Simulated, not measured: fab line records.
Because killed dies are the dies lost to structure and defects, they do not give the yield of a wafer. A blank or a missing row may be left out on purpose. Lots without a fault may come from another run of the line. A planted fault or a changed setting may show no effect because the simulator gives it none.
Which of the tools did it?    flow gf180mcu    13 lots with 39 wafers sampled at 4 steps, on a route of 602 steps

## WHAT THE GAUGES SHOWED, per wafer
GF_LVPWELL_TW_MEAS_11. Usual: LVPWELL_TW typically reads 562, with standard deviation 5.8.
lot   measured     on             LVPWELL_TW   flag
L746  day 4 05:22  film_metro-03  558 558 559  
L747  day 4 09:28  film_metro-03  559 561 560  
L749  day 4 23:28  film_metro-02  556 556 556  
L751  day 5 05:39  film_metro-03  565 566 563  
L752  day 5 12:07  film_metro-03  564 566 568  
L753  day 5 18:31  film_metro-01  565 567 564  
L757  day 7 03:44  film_metro-01  566 572 568  
L758  day 7 10:50  film_metro-02  579 577 577  
L760  day 7 17:53  film_metro-02  574 576 576  
L762  day 8 05:53  film_metro-01  562 562 565  
L765  day 8 14:28  film_metro-01  568 563 563  
L767  day 9 05:10  film_metro-03  565 563 562  
L768  day 9 08:35  film_metro-02  554 556 553  

GF_VT_IMPLANT_RS_MEAS_48: measurement is done with a four-point probe. Usual: LVPWELL_RS typically reads 1198 ohm/sq, with standard deviation 3.9.
lot   measured      on             LVPWELL_RS (ohm/sq)  flag
L746  day 7 21:32   film_metro-03  1192 1193 1192       
L747  day 8 02:02   film_metro-03  1192 1189 1194       
L749  day 8 19:23   film_metro-03  1190 1191 1195       
L751  day 9 02:19   film_metro-02  1200 1197 1197       
L752  day 9 10:50   film_metro-02  1202 1199 1194       
L753  day 9 19:41   film_metro-03  1198 1198 1195       
L757  day 11 13:29  film_metro-01  1200 1200 1200       
L758  day 11 22:05  film_metro-02  1102 1107 1103       OFF
L760  day 12 04:21  film_metro-02  1109 1108 1105       OFF
L762  day 12 20:52  film_metro-02  1199 1203 1206       
L765  day 13 06:32  film_metro-03  1194 1197 1197       
L767  day 13 22:35  film_metro-02  1202 1196 1200       
L768  day 14 04:02  film_metro-01  1194 1195 1196       

GF_V2_OVL_MEAS_15. Usual: V2_OVL typically reads -2 nm, with standard deviation 5.2.
lot   measured      on          V2_OVL (nm)  flag
L746  day 20 14:51  overlay-02  0 1 12       
L747  day 20 23:40  overlay-02  -1 -9 -5     
L749  day 21 23:49  overlay-01  -3 -2 -11    
L751  day 22 12:16  overlay-02  -2 -5 -5     
L752  day 22 22:12  overlay-01  7 11 -3      
L753  day 23 08:07  overlay-02  -3 2 3       
L757  day 25 13:40  overlay-01  9 -3 -3      
L758  day 25 22:03  overlay-01  4 -6 -1      
L760  day 26 04:33  overlay-01  -2 -5 -5     
L762  day 27 01:01  overlay-02  -12 -6 -6    
L765  day 27 06:09  overlay-01  6 0 -4       
L767  day 28 01:28  overlay-01  -6 -10 -3    
L768  day 28 03:58  overlay-02  -10 -6 0     

## WHICH TOOL RAN EACH LOT (tool, then ch and the chambers of the sampled wafers, then the start)
lot   GF_LVPWELL_IMPLANT_08
L746  implanter-01 ch 0, day 4 04:58
L747  implanter-01 ch 0, day 4 09:04
L749  implanter-01 ch 0, day 4 23:04
L751  implanter-01 ch 0, day 5 05:16
L752  implanter-03 ch 0, day 5 11:43
L753  implanter-03 ch 0, day 5 18:07
L757  implanter-02 ch 0, day 7 03:20
L758  implanter-01 ch 0, day 7 10:26
L760  implanter-01 ch 0, day 7 17:30
L762  implanter-02 ch 0, day 8 05:30
L765  implanter-03 ch 0, day 8 14:04
L767  implanter-02 ch 0, day 9 04:47
L768  implanter-02 ch 0, day 9 08:11
- GF_LVPWELL_IMPLANT_08

## AS READ BY THE TOOLS THEMSELVES (means over the sampled wafers that have a number; for cases with no such wafer, the mark the record gives instead)
GF_LVPWELL_IMPLANT_08. Usual: beam_on_s 10.01 s, standard deviation 0.21; faraday_current_uA 84.5, standard deviation 1.8.
lot   tool          beam_on_s (s)  faraday_current_uA  flag
L746  implanter-01  10.06          84.1                
L747  implanter-01  10.07          83.9                
L749  implanter-01  10.01          84.4                
L751  implanter-01  10.11          83.6                
L752  implanter-03  9.93           84.9                
L753  implanter-03  9.86           85.6                
L757  implanter-02  10.00          84.3                
L758  implanter-01  11.76          71.9                OFF
L760  implanter-01  11.79          71.7                OFF
L762  implanter-02  9.77           86.6                
L765  implanter-03  10.08          83.9                
L767  implanter-02  10.07          83.9                
L768  implanter-02  10.23          82.6                

## THE ANSWER, worked out from the rows above alone
Rule: a lot counts as off when the mean over its wafers that have a number is more than 3 standard deviations away from the usual mean. Also off: a lot with no number at a reading for which 4 or more lots have one. Where the step has rows for the other lots, those lots are counted as sound. Order of review: gauges by route order, followed by the tools' own readings, for which a lot's mean as printed above is used. The first step at which some lot is off is used, and at that step the reading that is off furthest; a lot without a number counts as furthest.
Off: L758, L760, seen at GF_VT_IMPLANT_RS_MEAS_48 (LVPWELL_RS).
A tool fits if, at a process step before that reading, it ran every lot that is off, and no sound lot after the first of them. The gauges at GF_VT_IMPLANT_RS_MEAS_48 aren't tried: what is off there is off at GF_LVPWELL_IMPLANT_08 too, on other tools, and a gauge's error can't cause that. One candidate fits, namely implanter-01 at GF_LVPWELL_IMPLANT_08. A fault onset in the window from L751 (day 5 05:16, its last sound lot) to L758 (day 7 10:26, its first lot off) fits.
The tool's own readings at GF_LVPWELL_IMPLANT_08 bear it out: on the lots that are off they differ by more than 5 times the standard deviation of the sound lots' means. beam_on_s reads 11.77 s there against 10.02 s on the sound lots; faraday_current_uA reads 71.8 there against 84.3 on the sound lots.

## WHAT THE SIMULATOR HAD PUT IN
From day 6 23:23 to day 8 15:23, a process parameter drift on implanter-01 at GF_LVPWELL_IMPLANT_08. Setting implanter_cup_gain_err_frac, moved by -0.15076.
Shown lots that were struck: L758, L760. The rule given above showed the same thing.
